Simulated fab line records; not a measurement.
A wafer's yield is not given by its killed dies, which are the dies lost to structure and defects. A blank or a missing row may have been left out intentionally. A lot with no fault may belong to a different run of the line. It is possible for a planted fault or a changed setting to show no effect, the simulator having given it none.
The tool behind it: which one? ; flow gf180mcu ; Sampling: 13 lots, 39 wafers, 5 of 602 route steps

## WHAT THE GAUGES SHOWED, per wafer
GF_MVSD_TW_MEAS_11.
lot;measured;on;MVSD_TW
L301;day 4 10:53;film metro-03;1551 1549 1561
L302;day 4 14:59;film metro-02;1586 1590 1590
L303;day 4 23:50;film metro-04;1572 1581 1576
L304;day 5 12:53;film metro-02;1582 1581 1592
L306;day 5 21:07;film metro-04;1585 1578 1572
L313;day 7 08:47;film metro-04;1198 1197 1189
L314;day 7 14:08;film metro-02;1577 1590 1580
L315;day 7 22:35;film metro-03;1183 1181 1182
L317;day 8 08:00;film metro-03;1558 1553 1562
L318;day 8 13:41;film metro-03;1558 1556 1549
L322;day 9 11:35;film metro-03;1550 1537 1552
L323;day 9 19:56;film metro-03;1543 1544 1539
L324;day 10 00:23;film metro-03;1546 1549 1552

GF_VT_IMPLANT_RS_MEAS_46: uses a four-point probe to measure.
lot;measured;on;MVSD_RS (ohm/sq)
L301;day 7 14:35;film metro-04;455.9 455.0 456.3
L302;day 7 17:17;film metro-04;457.7 456.9 456.9
L303;day 8 06:17;film metro-03;456.8 456.6 456.3
L304;day 8 20:17;film metro-04;456.7 457.8 457.4
L306;day 9 05:24;film metro-02;457.2 456.0 456.2
L313;day 10 22:25;film metro-04;778.8 776.4 780.0
L314;day 11 04:06;film metro-03;455.3 455.3 455.9
L315;day 11 16:02;film metro-04;784.6 781.4 779.5
L317;day 12 01:47;film metro-02;457.1 456.4 455.9
L318;day 12 09:08;film metro-02;456.8 457.4 456.5
L322;day 13 09:01;film metro-02;457.2 457.1 455.8
L323;day 13 18:29;film metro-02;456.1 455.6 456.7
L324;day 14 00:35;film metro-04;457.8 458.3 456.9

GF_CONTACT_CD_MEAS_14: target cd 220 nm.
lot;measured;on;cd nm (nm)
L301;day 16 00:53;cd sem-01;219.8 221.0 220.4
L302;day 16 04:16;cd sem-02;218.7 218.7 217.4
L303;day 16 22:17;cd sem-01;222.6 221.5 222.8
L304;day 17 13:59;cd sem-01;220.4 219.2 219.7
L306;day 18 02:38;cd sem-01;219.8 220.1 219.8
L313;day 20 12:28;cd sem-01;220.6 220.6 219.4
L314;day 20 20:25;cd sem-02;218.9 219.0 218.5
L315;day 21 12:10;cd sem-02;219.8 219.3 220.1
L317;day 22 02:26;cd sem-02;220.7 221.5 220.8
L318;day 22 12:11;cd sem-01;221.9 219.3 219.8
L322;day 23 17:46;cd sem-01;219.6 218.5 217.7
L323;day 24 00:06;cd sem-02;221.0 220.8 219.4
L324;day 24 14:34;cd sem-02;222.4 221.5 222.9

## TOOL THAT RAN EACH LOT (tool first, then ch and the chambers of the sampled wafers, then the start)
lot;GF_MVSD_IMPLANT_08;GF_SALICIDE_RTA_06
L301;implanter-03 ch 0, day 4 10:31;rtp anneal-02 ch 0, day 15 02:56
L302;implanter-03 ch 0, day 4 14:36;rtp anneal-01 ch 0, day 15 06:17
L303;implanter-02 ch 0, day 4 23:26;rtp anneal-01 ch 0, day 16 00:15
L304;implanter-02 ch 0, day 5 12:30;rtp anneal-01 ch 0, day 16 15:05
L306;implanter-02 ch 0, day 5 20:43;rtp anneal-02 ch 0, day 17 03:44
L313;implanter-02 ch 0, day 7 08:24;rtp anneal-01 ch 0, day 19 10:44
L314;implanter-03 ch 0, day 7 13:46;rtp anneal-02 ch 0, day 19 18:48
L315;implanter-02 ch 0, day 7 22:12;rtp anneal-02 ch 0, day 20 11:20
L317;implanter-03 ch 0, day 8 07:38;rtp anneal-02 ch 0, day 21 00:59
L318;implanter-03 ch 0, day 8 13:19;rtp anneal-02 ch 0, day 21 11:47
L322;implanter-03 ch 0, day 9 11:12;rtp anneal-02 ch 0, day 22 18:35
L323;implanter-03 ch 0, day 9 19:32;rtp anneal-02 ch 0, day 23 01:06
L324;implanter-04 ch 0, day 10 00:00;rtp anneal-01 ch 0, day 23 12:40
- GF_MVSD_IMPLANT_08
- GF_SALICIDE_RTA_06: time 30 s.

## WHAT THE TOOLS THEMSELVES READ (means of the sampled wafers that have a number; where no wafer has one, the mark that the record gives instead)
GF_MVSD_IMPLANT_08.
lot;tool;dose ions cm2;faraday current uA
L301;implanter-03;1.6e+13;90.2
L302;implanter-03;1.6e+13;92.2
L303;implanter-02;1.6e+13;88.4
L304;implanter-02;1.6e+13;89.3
L306;implanter-02;1.6e+13;89.7
L313;implanter-02;5.3e+12;30.3
L314;implanter-03;1.6e+13;89.4
L315;implanter-02;5.3e+12;29.2
L317;implanter-03;1.6e+13;90.0
L318;implanter-03;1.6e+13;90.1
L322;implanter-03;1.6e+13;88.5
L323;implanter-03;1.6e+13;89.8
L324;implanter-04;1.6e+13;90.5

GF_SALICIDE_RTA_06.
lot;tool;lamp power pct (%);wafer_temp_C_max
L301;rtp anneal-02;6.2;533.0
L302;rtp anneal-01;5.4;534.3
L303;rtp anneal-01;5.4;534.3
L304;rtp anneal-01;5.4;533.8
L306;rtp anneal-02;6.2;533.2
L313;rtp anneal-01;5.4;534.3
L314;rtp anneal-02;6.2;533.7
L315;rtp anneal-02;6.2;533.1
L317;rtp anneal-02;6.2;532.7
L318;rtp anneal-02;6.2;533.7
L322;rtp anneal-02;6.2;533.0
L323;rtp anneal-02;6.2;532.9
L324;rtp anneal-01;5.4;533.7

## THE ANSWER, worked out from the rows above alone
Rule: usual is defined by the lots themselves. The widest of any qualifying gaps counts: lots, ordered by their means at a reading, are off when they make up no more than a third of the lots, leave a main group of 4 or more, and stand apart from it by 3 or more times the standard deviation of that group's means. A main group whose means are all the same, to the digits that the tables above print for the reading, isn't used. A lot without any number at a reading at which 4 lots or more have one is off too. Any other lot the step has rows for is counted as sound. Order of review: gauges by route order, followed by the tools' own readings, for which a lot's mean as printed above is used. At the first step where some lot is off, the reading lying furthest off is the one used; lots without a number count as furthest.
Off: at GF_MVSD_TW_MEAS_11 (MVSD_TW), L313, L315. The main group: mean 1565, standard deviation 17.
If a tool, at a process step before that reading, ran all the lots that are off and no sound lot after the first of them, it fits. Not tried: the gauges at GF_MVSD_TW_MEAS_11; whatever is off there is also off at GF_MVSD_IMPLANT_08, on other tools, and gauge error can't account for it. One fits: implanter-02 at GF_MVSD_IMPLANT_08. A fault onset in the window from L306 (day 5 20:43, its last sound lot) to L313 (day 7 08:24, its first lot off) fits.
The tool's own readings at GF_MVSD_IMPLANT_08 bear it out: on the lots that are off they differ by more than 5 times the standard deviation of the sound lots' means. dose ions cm2 reads 5.3e+12 there against 1.6e+13 on the sound lots; faraday current uA reads 29.8 there against 89.8 on the sound lots.

## WHAT THE SIMULATOR HAD PUT IN
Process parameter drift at GF_MVSD_IMPLANT_08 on implanter-02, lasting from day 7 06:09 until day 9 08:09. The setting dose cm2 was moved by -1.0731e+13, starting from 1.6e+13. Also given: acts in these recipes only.
Lots struck among those shown: L313, L315. This agrees with what the rule above found.
